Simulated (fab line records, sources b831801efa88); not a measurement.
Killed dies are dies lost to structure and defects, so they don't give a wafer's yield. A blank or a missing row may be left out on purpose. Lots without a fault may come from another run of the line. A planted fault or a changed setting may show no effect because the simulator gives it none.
fab line records | flow gf180mcu
record lots=5 wafers=15 last_day=32
route steps=602 shown STI@4 DNWELL@32
lots that met no fault: from a run of the same line without faults
start_h: hours from the record's first day to the start of the lot's first wafer shown | wait_h: hours since the lot's step before | " the same as in the row above | L1.1+2: a row that stands for several wafers | - no value, or no start given | * or withheld: withheld | < > ~ a bound
route shown NAME@n: a module of which the file shows steps, and the number in the route of the first | usual: mean/standard deviation of fault-free wafers | same: alike in all rows | chamber/n: place in a boat | sites: the reading at each site | _std_site: their standard deviation | _edge_site: outer sites' mean less inner sites' | radius_mm: how far each site lies from the wafer's centre | mask NAME#n: copy n | behind: the tool/chamber that last shaped the wafer | hold: why the lot was held/for how many hours/how that ended | device: the transistor (n, p or np) that didn't switch | end of line: the same wafers' tests at the end of the route | a step without rows: its recipe alone | killed: dies lost to structure and defects at the first sort, not the wafer's yield | map: a wafer's dies, x killed, . not, _ none there
set.NAME: the setting as run; set.NAME@STEP: as run at that earlier step | model.NAME: the simulator's own value behind a step, which no gauge read
lots at some steps of the route; a table a step, a row a wafer
services: from which hour (start_h, from the record's first day; less than 0 if before it) a tool's chamber was out of use, for how many hours, and why
## steps
# step GF_STI_CVD_03
# recipe material=Si3N4 precursor=DCS/NH3 target_thk_nm=207.16 temp_c=770 time_s=3630 pressure_mtorr=250
# usual spike_tc_top_C=783/3.1
# columns lot.wafer tool chamber start_h wait_h spike_tc_top_C
L075.1 lpcvd-01 1 16.57 0.1 786
L075.2 " 1 " " 783
L075.3 " 1 " " 785
L079.1 lpcvd-01 1 37.58 0.1 784
L079.4 " 1 " " 784
L079.6 " 1 " " 783
L082.3 lpcvd-01 1 52.48 0.0 785
L082.5 " 1 " " 785
L082.6 " 1 " " 783
L083.2 lpcvd-01 0 56.57 0.0 780
L083.4 " 0 " " 779
L083.6 " 0 " " 781
L088.1 lpcvd-01 0 82.09 0.1 782
L088.3 " 0 " " 779
L088.6 " 0 " " 778
# step GF_STI_THK_MEAS_04
# recipe reads=Si3N4_of_STI_CVD_03
# usual STI_CVD_03_THK=212.0/1.9
# columns lot.wafer tool chamber start_h wait_h STI_CVD_03_THK[nm]
L075.1 film_metro-04 - 18.56 0.0 212.1
L075.2 " - " " 212.9
L075.3 " - " " 214.1
L079.1 film_metro-02 - 39.60 0.0 210.6
L079.4 " - " " 210.6
L079.6 " - " " 209.5
L082.3 film_metro-02 - 54.48 0.0 214.2
L082.5 " - " " 214.3
L082.6 " - " " 212.3
L083.2 film_metro-02 - 59.56 0.0 212.2
L083.4 " - " " 213.0
L083.6 " - " " 214.3
L088.1 film_metro-01 - 85.07 0.0 209.9
L088.3 " - " " 209.8
L088.6 " - " " 210.1
# step GF_STI_DEHYDRATE_05
# recipe temp_c=200 time_s=60
# usual heater_power_total_W=160.38/0.13
# columns lot.wafer tool chamber start_h wait_h heater_power_total_W
L075.1 litho_track-02 0 23.55 5.0 160.36
L075.2 " 0 " " 160.32
L075.3 " 0 " " 160.21
L079.1 litho_track-04 0 45.41 5.8 160.51
L079.4 " 0 " " 160.35
L079.6 " 0 " " 160.52
L082.3 litho_track-04 0 60.61 6.1 160.21
L082.5 " 0 " " 160.48
L082.6 " 0 " " 160.61
L083.2 litho_track-01 0 65.08 5.5 160.34
L083.4 " 0 " " 160.15
L083.6 " 0 " " 160.51
L088.1 litho_track-04 0 91.36 6.3 160.36
L088.3 " 0 " " 160.50
L088.6 " 0 " " 160.30
# step GF_STI_HMDS_06
# recipe prime_time_s=60 prime_temp_c=120
# columns lot.wafer tool chamber start_h wait_h
L075.1+2+3 litho_track-02 0 23.70 0.1
L079.1+4+6 litho_track-04 0 45.56 0.1
L082.3+5+6 litho_track-04 0 60.76 0.1
L083.2+4+6 litho_track-01 0 65.23 0.1
L088.1+3+6 litho_track-04 0 91.51 0.1
# step GF_STI_COAT_07
# recipe resist=KrF spin_rpm=withheld resist_thk_nm=700
# columns lot.wafer tool chamber start_h wait_h
L075.1+2+3 litho_track-02 0 23.85 0.1
L079.1+4+6 litho_track-04 0 45.71 0.1
L082.3+5+6 litho_track-04 0 60.91 0.1
L083.2+4+6 litho_track-01 0 65.38 0.1
L088.1+3+6 litho_track-04 0 91.66 0.1
# step GF_STI_SOFTBAKE_08
# recipe temp_c=130 time_s=60 resist=KrF
# usual heater_power_total_W=93.05/0.059
# columns lot.wafer tool chamber start_h wait_h heater_power_total_W
L075.1 litho_track-02 0 24.00 0.1 92.88
L075.2 " 0 " " 92.93
L075.3 " 0 " " 93.02
L079.1 litho_track-04 0 45.86 0.1 93.07
L079.4 " 0 " " 93.02
L079.6 " 0 " " 93.03
L082.3 litho_track-04 0 61.06 0.1 93.03
L082.5 " 0 " " 93.01
L082.6 " 0 " " 93.06
L083.2 litho_track-01 0 65.53 0.1 93.08
L083.4 " 0 " " 93.17
L083.6 " 0 " " 93.11
L088.1 litho_track-04 0 91.81 0.1 93.06
L088.3 " 0 " " 93.04
L088.6 " 0 " " 93.10
# step GF_STI_EXPOSE_09
# recipe mask_id=COMP target_cd_nm=220 na=0.68 source_shape=conventional sigma_outer=0.6 dose_mj=28
# columns lot.wafer tool chamber start_h wait_h mask
L075.1+2+3 krf_scanner-01 0 - - COMP#0
L079.1+4+6 krf_scanner-02 0 - - COMP#0
L082.3+5+6 krf_scanner-01 0 - - COMP#0
L083.2+4+6 krf_scanner-02 0 - - COMP#0
L088.1+3+6 krf_scanner-01 0 - - COMP#0
# step GF_STI_PEB_10
# recipe peb_temp_c=135 peb_time_s=90 resist=KrF
# usual heater_power_total_W=85.70/0.089
# columns lot.wafer tool chamber start_h wait_h heater_power_total_W
L075.1 litho_track-04 0 - - 85.68
L075.2 " 0 " " 85.74
L075.3 " 0 " " 85.69
L079.1 litho_track-04 0 - - 85.67
L079.4 " 0 " " 85.69
L079.6 " 0 " " 85.58
L082.3 litho_track-02 0 - - 85.82
L082.5 " 0 " " 85.82
L082.6 " 0 " " 85.64
L083.2 litho_track-04 0 - - 85.73
L083.4 " 0 " " 85.65
L083.6 " 0 " " 85.56
L088.1 litho_track-02 0 - - 85.78
L088.3 " 0 " " 85.81
L088.6 " 0 " " 85.83
# step GF_STI_DEVELOP_11
# recipe develop_time_s=60 dev_temp_c=21
# columns lot.wafer tool chamber start_h wait_h
L075.1+2+3 litho_track-04 0 29.66 0.2
L079.1+4+6 litho_track-04 0 51.66 0.2
L082.3+5+6 litho_track-02 0 67.40 0.1
L083.2+4+6 litho_track-04 0 71.69 0.2
L088.1+3+6 litho_track-02 0 98.85 0.2
# step GF_STI_CD_MEAS_12
# recipe target_cd_nm=220
# usual cd_nm=220.2/0.99
# columns lot.wafer tool chamber start_h wait_h cd_nm
L075.1 cd_sem-01 - 29.81 0.1 220.0
L075.2 " - " " 220.5
L075.3 " - " " 220.1
L079.1 cd_sem-02 - 51.81 0.1 220.7
L079.4 " - " " 219.0
L079.6 " - " " 220.5
L082.3 cd_sem-01 - 67.54 0.1 221.5
L082.5 " - " " 221.9
L082.6 " - " " 221.1
L083.2 cd_sem-01 - 71.83 0.1 219.7
L083.4 " - " " 220.3
L083.6 " - " " 221.2
L088.1 cd_sem-01 - 99.00 0.1 220.1
L088.3 " - " " 220.9
L088.6 " - " " 220.0
# step GF_STI_ETCH_13
# recipe chemistry=CHF3/O2 stop_on=Si over_etch_frac=0.3 target_depth_a=2823.1 source_w=600 bias_w=200 pressure_mtorr=40 chf3_flow_sccm=50 O2_flow_sccm=5 time_s=112.9
# usual bias_w=199.9/0.57 drypump_motor_current_A=5.7/0.37 oes_product_au=0.843/0.0063 throttle_valve_pct=8.813/0.0093
# columns lot.wafer tool chamber start_h wait_h bias_w drypump_motor_current_A oes_product_au rf_hours_counter_h throttle_valve_pct
L075.1 rie_diel-03 0 29.93 0.1 199.8 5.6 0.847 63 8.812
L075.2 " 2 " " 200.2 5.0 0.844 128 8.817
L075.3 " 1 " " 199.8 5.3 0.845 120 8.812
L079.1 rie_diel-02 2 51.93 0.1 200.9 5.7 0.833 78 8.799
L079.4 " 0 " " 199.5 6.1 0.842 136 8.816
L079.6 " 0 " " 200.2 6.1 0.839 - 8.798
L082.3 rie_diel-04 3 67.62 0.1 200.8 5.9 0.848 112 8.817
L082.5 " 3 " " 200.9 6.0 0.852 - 8.812
L082.6 " 0 " " 199.3 6.1 0.837 - 8.812
L083.2 rie_diel-03 2 71.93 0.1 200.5 5.0 0.839 129 8.812
L083.4 " 0 " " 200.8 5.6 0.843 64 8.811
L083.6 " 1 " " 199.9 5.3 0.851 - 8.822
L088.1 rie_diel-04 0 99.12 0.1 199.2 6.2 0.831 157 8.794
L088.3 " 3 " " 199.9 5.9 0.840 113 8.805
L088.6 " 2 " " 199.4 5.5 0.838 - 8.811
# step GF_STI_ETCH_14
# recipe target=Si chemistry=HBr/Cl2/O2 target_depth_nm=360 icp_w=600 bias_w=150 pressure_mtorr=15 HBr_flow_sccm=150 Cl2_flow_sccm=40 O2_flow_sccm=6 time_s=102.9
# usual bias_w=150.0/0.45 drypump_motor_current_A=5.7/0.51 oes_product_au=1.002/0.015 throttle_valve_pct=25.654/0.015
# columns lot.wafer tool chamber start_h wait_h bias_w drypump_motor_current_A oes_product_au rf_hours_counter_h throttle_valve_pct
L075.1 rie_si-01 2 30.01 0.0 149.7 5.4 1.011 48 25.666
L075.2 " 1 " " 150.5 6.6 1.009 95 25.657
L075.3 " 0 " " 150.4 6.5 0.968 3 25.661
L079.1 rie_si-01 3 52.01 0.0 150.9 5.8 0.997 2 25.659
L079.4 " 0 " " 149.4 6.5 0.970 3 25.668
L079.6 " 2 " " 150.1 5.3 1.000 - 25.644
L082.3 rie_si-01 3 67.70 0.0 149.9 5.8 0.981 2 25.669
L082.5 " 1 " " 149.7 6.6 1.020 - 25.649
L082.6 " 2 " " 150.3 5.4 1.003 - 25.651
L083.2 rie_si-02 0 72.01 0.0 150.5 5.6 0.988 101 25.657
L083.4 " 1 " " 149.2 5.8 1.019 86 25.632
L083.6 " 1 " " 149.3 5.8 1.019 - 25.631
L088.1 rie_si-02 1 99.20 0.0 150.3 5.9 1.018 86 25.628
L088.3 " 0 " " 149.9 5.6 1.003 102 25.655
L088.6 " 1 " " 150.4 5.9 1.025 - 25.630
# step GF_STI_STRIP_15
# recipe chemistry=O2/N2 power_w=1400 pressure_mtorr=1500 platen_temp_c=250 o2_flow_sccm=3000 n2_flow_sccm=300 overash_fraction=0.5
# usual drypump_motor_current_A=6.0/0.34 heater_power_w=315/29 oes_product_au=0.384/0.0048 strip_time_to_endpoint_s=3.72/0.061
# same overash_fraction=0.5
# columns lot.wafer tool chamber start_h wait_h drypump_motor_current_A heater_power_w oes_product_au rf_hours_counter_h strip_time_to_endpoint_s
L075.1 plasma_asher-02 0 30.08 0.0 6.4 283 0.377 22 3.75
L075.2 " 1 " " 5.6 307 0.376 22 3.62
L075.3 " 0 " " 6.4 286 0.390 - 3.76
L079.1 plasma_asher-02 0 52.08 0.0 6.4 290 0.381 24 3.76
L079.4 " 0 " " 6.4 282 0.380 - 3.76
L079.6 " 1 " " 5.7 305 0.386 - 3.73
L082.3 plasma_asher-04 0 67.81 0.1 5.9 279 0.389 - 3.76
L082.5 " 0 " " 5.9 276 0.385 - 3.70
L082.6 " 1 " " 6.5 344 0.383 - 3.74
L083.2 plasma_asher-04 1 72.08 0.0 6.4 343 0.383 42 3.65
L083.4 " 1 " " 6.4 342 0.389 - 3.70
L083.6 " 0 " " 5.9 273 0.388 - 3.65
L088.1 plasma_asher-04 1 99.28 0.0 6.5 345 0.382 45 3.68
L088.3 " 1 " " 6.4 339 0.378 - 3.80
L088.6 " 1 " " 6.5 351 0.376 - 3.64
# step GF_STI_CLEAN_16
# recipe chemistry=dHF time_s=25 dilution=100:1
# columns lot.wafer tool chamber start_h wait_h
L075.1+2+3 wet_bench-03 0 30.18 0.1
L079.1+4+6 wet_bench-03 1 52.18 0.1
L082.3+5+6 wet_bench-04 3 67.88 0.0
L083.2+4+6 wet_bench-03 2 72.18 0.1
L088.1+3+6 wet_bench-04 3 99.38 0.1
# step GF_STI_WET_ETCH_17
# recipe chemistry=H3PO4 target_depth_nm=45 temp_c=160 target=Si3N4 time_s=514
# columns lot.wafer tool chamber start_h wait_h
L075.1+2+3 wet_bench-02 0 30.20 0.0
L079.1+4+6 wet_bench-02 0 52.20 0.0
L082.3+5+6 wet_bench-02 1 67.89 0.0
L083.2+4+6 wet_bench-04 1 72.20 0.0
L088.1+3+6 wet_bench-02 3 99.39 0.0
# step GF_STI_CLEAN_18
# recipe chemistry=SC1/SC2 mix=1:4:20 temp_c=70 time_s=150
# columns lot.wafer tool chamber start_h wait_h
L075.1+2+3 wet_bench-04 1 30.36 0.0
L079.1+4+6 wet_bench-04 0 52.35 0.0
L082.3+5+6 wet_bench-03 1 68.06 0.0
L083.2+4+6 wet_bench-02 3 72.35 0.0
L088.1+3+6 wet_bench-03 3 99.54 0.0
# step GF_STI_CLEAN_19
# recipe chemistry=dHF time_s=20 dilution=100:1
# columns lot.wafer tool chamber start_h wait_h
L075.1+2+3 wet_bench-03 1 30.41 0.0
L079.1+4+6 wet_bench-02 0 52.40 0.0
L082.3+5+6 wet_bench-04 2 68.11 0.0
L083.2+4+6 wet_bench-03 0 72.40 0.0
L088.1+3+6 wet_bench-04 2 99.64 0.0
# step GF_STI_WET_ETCH_20
# recipe chemistry=dHF dilution=100:1 target_depth_nm=20 temp_c=25 dry=ipa_marangoni target=SiO2 time_s=400
# columns lot.wafer tool chamber start_h wait_h
L075.1+2+3 wet_bench-02 0 30.43 0.0
L079.1+4+6 wet_bench-04 2 52.41 0.0
L082.3+5+6 wet_bench-02 0 68.12 0.0
L083.2+4+6 wet_bench-04 0 72.42 0.0
L088.1+3+6 wet_bench-02 2 99.66 0.0
# step GF_STI_OXIDATION_21
# recipe temp_c=1000 ambient=O2 stabilise_s=600 purge_s=300 target_thk_a=150 ox_time_s=458
# usual spike_tc_top_C=1007.6/2
# columns lot.wafer tool chamber start_h wait_h spike_tc_top_C
L075.1 furnace-01 0 32.19 1.6 1007.3
L075.2 " 0 " " 1006.8
L075.3 " 0 " " 1008.4
L079.1 furnace-02 0 53.23 0.7 1008.3
L079.4 " 0 " " 1009.9
L079.6 " 0 " " 1009.1
L082.3 furnace-01 0 68.87 0.6 1004.2
L082.5 " 0 " " 1007.0
L082.6 " 0 " " 1005.9
L083.2 furnace-01 0 72.53 0.0 1007.6
L083.4 " 0 " " 1005.4
L083.6 " 0 " " 1008.4
L088.1 furnace-02 0 99.78 0.0 1010.3
L088.3 " 0 " " 1010.0
L088.6 " 0 " " 1010.6
# step GF_STI_THK_MEAS_22
# recipe reads=SiO2_of_STI_OXIDATION_21
# usual STI_OXIDATION_01_THK=15.09/0.23
# columns lot.wafer tool chamber start_h wait_h STI_OXIDATION_01_THK[nm]
L075.1 film_metro-01 - 33.32 0.0 15.24
L075.2 " - " " 15.29
L075.3 " - " " 15.40
L079.1 film_metro-04 - 54.36 0.0 15.13
L079.4 " - " " 15.17
L079.6 " - " " 15.16
L082.3 film_metro-04 - 70.02 0.0 14.98
L082.5 " - " " 15.28
L082.6 " - " " 15.34
L083.2 film_metro-01 - 73.67 0.0 15.62
L083.4 " - " " 15.69
L083.6 " - " " 15.74
L088.1 film_metro-01 - 100.90 0.0 15.44
L088.3 " - " " 15.15
L088.6 " - " " 15.12
# step GF_STI_CVD_23
# recipe material=SiO2 target_thk_nm=650 sigma_open_frac=0.3 time_s=108.3 temp_c=600 sih4_flow_sccm=60 pressure_mtorr=6
# columns lot.wafer tool chamber start_h wait_h
L075.1+2+3 hdpcvd-01 2,1,0 33.38 0.1
L079.1+4+6 hdpcvd-02 2,0,2 54.42 0.1
L082.3+5+6 hdpcvd-01 2,1,2 70.06 0.0
L083.2+4+6 hdpcvd-02 2,2,1 73.72 0.0
L088.1+3+6 hdpcvd-01 1,2,1 100.96 0.1
# step GF_STI_THK_MEAS_24
# recipe reads=SiO2_of_STI_CVD_23
# usual STI_CVD_23_THK=652/9.3
# columns lot.wafer tool chamber start_h wait_h STI_CVD_23_THK[nm]
L075.1 film_metro-01 - 33.46 0.0 649
L075.2 " - " " 649
L075.3 " - " " 653
L079.1 film_metro-01 - 54.50 0.0 651
L079.4 " - " " 668
L079.6 " - " " 657
L082.3 film_metro-01 - 70.16 0.1 645
L082.5 " - " " 641
L082.6 " - " " 643
L083.2 film_metro-04 - 73.81 0.0 649
L083.4 " - " " 646
L083.6 " - " " 660
L088.1 film_metro-04 - 101.04 0.0 648
L088.3 " - " " 658
L088.6 " - " " 646
# step GF_STI_CMP_25
# recipe stop_on=Si3N4 t_overpolish_s=33 down_force_psi=4 platen_rpm=60 target_thk_nm=524.6 pad_velocity_m_s=0.94248
# usual motor_current_A=12.6/0.76 overpolish_run_s=33.000/0.0085 platen_rpm=60.00/0.042 time_to_endpoint_s=121/6.6
# columns lot.wafer tool chamber start_h wait_h motor_current_A overpolish_run_s platen_rpm time_to_endpoint_s
L075.3 cmp-01 0 33.52 0.0 13.1 32.988 59.97 121
L075.2 " 1 " " 13.5 32.995 60.00 117
L075.1 " 3 " " 12.3 32.993 59.97 116
L079.4 cmp-01 2 54.66 0.1 12.9 33.008 60.01 127
L079.1 " 3 " " 12.4 33.017 59.96 118
L079.6 " 1 " " 13.5 32.980 60.05 125
L082.3 cmp-01 1 70.20 0.0 13.7 32.982 59.98 121
L082.6 " 1 " " 12.9 33.005 59.97 121
L082.5 " 2 " " 14.0 33.009 60.01 121
L083.4 cmp-01 0 73.86 0.0 13.0 32.990 59.99 127
L083.2 " 2 " " 13.5 32.999 60.01 125
L083.6 " 1 " " 13.1 33.008 60.02 133
L088.1 cmp-02 0 101.15 0.1 11.2 33.006 60.03 114
L088.3 " 2 " " 12.9 32.997 60.00 119
L088.6 " 0 " " 11.2 33.003 60.02 115
# step GF_STI_WET_ETCH_26
# recipe chemistry=dHF target_depth_nm=94 target=SiO2 temp_c=25 dilution=10:1 time_s=188
# columns lot.wafer tool chamber start_h wait_h
L075.1+2+3 wet_bench-04 3 33.82 0.1
L079.1+4+6 wet_bench-02 1 54.86 0.1
L082.3+5+6 wet_bench-04 2 70.50 0.2
L083.2+4+6 wet_bench-02 1 74.16 0.1
L088.1+3+6 wet_bench-02 1 101.40 0.2
# step GF_STI_WET_ETCH_27
# recipe chemistry=H3PO4 target_depth_nm=160 target=Si3N4 temp_c=160 time_s=1825
# columns lot.wafer tool chamber start_h wait_h
L075.1+2+3 wet_bench-02 2 33.88 0.0
L079.1+4+6 wet_bench-04 0 54.92 0.0
L082.3+5+6 wet_bench-03 0 70.56 0.0
L083.2+4+6 wet_bench-03 0 74.22 0.0
L088.1+3+6 wet_bench-04 0 101.46 0.0
# step GF_STI_WET_ETCH_28
# recipe chemistry=dHF target_depth_nm=20 dry=ipa_marangoni target=SiO2 temp_c=25 dilution=10:1 time_s=40
# columns lot.wafer tool chamber start_h wait_h
L075.1+2+3 wet_bench-03 3 34.39 0.0
L079.1+4+6 wet_bench-03 3 55.43 0.0
L082.3+5+6 wet_bench-04 3 71.12 0.0
L083.2+4+6 wet_bench-04 0 74.73 0.0
L088.1+3+6 wet_bench-02 3 102.02 0.0
# step GF_STI_OXIDATION_29
# recipe temp_c=900 ambient=O2 stabilise_s=600 purge_s=300 target_thk_a=100 ox_time_s=1418
# usual spike_tc_top_C=908.1/1.9
# columns lot.wafer tool chamber start_h wait_h spike_tc_top_C
L075.1 furnace-01 0 34.41 0.0 905.0
L075.2 " 0 " " 907.6
L075.3 " 0 " " 908.2
L079.1 furnace-02 0 56.51 1.1 910.3
L079.4 " 0 " " 909.6
L079.6 " 0 " " 908.6
L082.3 furnace-02 0 71.14 0.0 910.6
L082.5 " 0 " " 910.7
L082.6 " 0 " " 909.5
L083.2 furnace-01 0 74.91 0.2 907.0
L083.4 " 0 " " 905.3
L083.6 " 0 " " 905.0
L088.1 furnace-01 0 102.04 0.0 906.7
L088.3 " 0 " " 906.9
L088.6 " 0 " " 907.4
# step GF_STI_THK_MEAS_30
# recipe reads=SiO2_of_STI_OXIDATION_29
# usual STI_OXIDATION_02_THK=10.09/0.19
# columns lot.wafer tool chamber start_h wait_h STI_OXIDATION_02_THK[nm]
L075.1 film_metro-01 - 35.81 0.0 9.96
L075.2 " - " " 10.19
L075.3 " - " " 9.95
L079.1 film_metro-02 - 57.91 0.0 9.90
L079.4 " - " " 9.94
L079.6 " - " " 9.82
L082.3 film_metro-01 - 72.55 0.0 10.25
L082.5 " - " " 10.36
L082.6 " - " " 9.90
L083.2 film_metro-02 - 76.32 0.0 10.22
L083.4 " - " " 10.38
L083.6 " - " " 10.16
L088.1 film_metro-04 - 103.44 0.0 10.28
L088.3 " - " " 10.39
L088.6 " - " " 10.47
# step GF_DNWELL_DEHYDRATE_00
# recipe temp_c=200 time_s=60
# usual heater_power_total_W=160.37/0.13
# columns lot.wafer tool chamber start_h wait_h heater_power_total_W
L075.1 litho_track-01 0 41.31 5.5 160.31
L075.2 " 0 " " 160.31
L075.3 " 0 " " 160.33
L079.1 litho_track-03 0 63.61 5.7 160.48
L079.4 " 0 " " 160.19
L079.6 " 0 " " 160.53
L082.3 litho_track-03 0 78.71 6.1 160.27
L082.5 " 0 " " 160.43
L082.6 " 0 " " 160.45
L083.2 litho_track-02 0 82.18 5.9 160.42
L083.4 " 0 " " 160.50
L083.6 " 0 " " 160.58
L088.1 litho_track-01 0 109.66 6.2 160.43
L088.3 " 0 " " 160.46
L088.6 " 0 " " 160.34
# step GF_DNWELL_HMDS_01
# recipe prime_time_s=60 prime_temp_c=120
# columns lot.wafer tool chamber start_h wait_h
L075.1+2+3 litho_track-01 0 41.46 0.1
L079.1+4+6 litho_track-03 0 63.76 0.1
L082.3+5+6 litho_track-03 0 78.86 0.1
L083.2+4+6 litho_track-02 0 82.33 0.1
L088.1+3+6 litho_track-01 0 109.81 0.1
# step GF_DNWELL_COAT_02
# recipe spin_rpm=2000 resist_thk_nm=3000
# columns lot.wafer tool chamber start_h wait_h
L075.1+2+3 litho_track-01 0 41.61 0.1
L079.1+4+6 litho_track-03 0 63.91 0.1
L082.3+5+6 litho_track-03 0 79.01 0.1
L083.2+4+6 litho_track-02 0 82.48 0.1
L088.1+3+6 litho_track-01 0 109.96 0.1
# step GF_DNWELL_SOFTBAKE_03
# recipe temp_c=110 time_s=withheld
# usual heater_power_total_W=65.32/0.14
# columns lot.wafer tool chamber start_h wait_h heater_power_total_W
L075.1 litho_track-01 0 41.76 0.1 65.28
L075.2 " 0 " " 65.49
L075.3 " 0 " " 65.39
L079.1 litho_track-03 0 64.06 0.1 65.08
L079.4 " 0 " " 65.16
L079.6 " 0 " " 65.42
L082.3 litho_track-03 0 79.17 0.1 65.27
L082.5 " 0 " " 65.51
L082.6 " 0 " " 65.48
L083.2 litho_track-02 0 82.64 0.1 65.14
L083.4 " 0 " " 65.24
L083.6 " 0 " " 65.45
L088.1 litho_track-01 0 110.11 0.1 65.17
L088.3 " 0 " " 65.23
L088.6 " 0 " " 65.24
## services
# columns tool chamber start_h hours kind
rie_diel-04 2 -4.13 6.1 repair
cmp-01 - -3.28 1.2 repair
plasma_asher-02 - -2.79 2.9 repair
rie_diel-03 3 -1.42 6.9 repair
hdpcvd-02 - 2.62 1.6 repair
plasma_asher-02 - 12.10 2.8 pm
krf_scanner-02 - 17.03 3.6 pm
krf_scanner-01 - 20.75 1.3 pm
furnace-02 - 25.03 3.9 pm
cmp-01 - 31.91 1.3 repair
rie_diel-04 - 35.29 14.6 pm
furnace-01 - 35.81 8.9 pm
krf_scanner-01 - 51.58 1.0 pm
cmp-02 - 52.79 20.2 repair
furnace-01 - 55.23 2.1 pm
furnace-02 - 61.51 3.9 pm
cmp-02 - 66.72 2.5 repair
krf_scanner-02 - 68.44 0.8 pm
cmp-01 - 75.92 0.4 repair
hdpcvd-01 - 85.83 0.7 repair
krf_scanner-02 - 90.32 6.0 repair
cmp-01 - 98.70 3.6 pm
rie_diel-04 - 102.93 2.8 pm
rie_diel-03 1 108.58 7.5 repair
## key
fault none
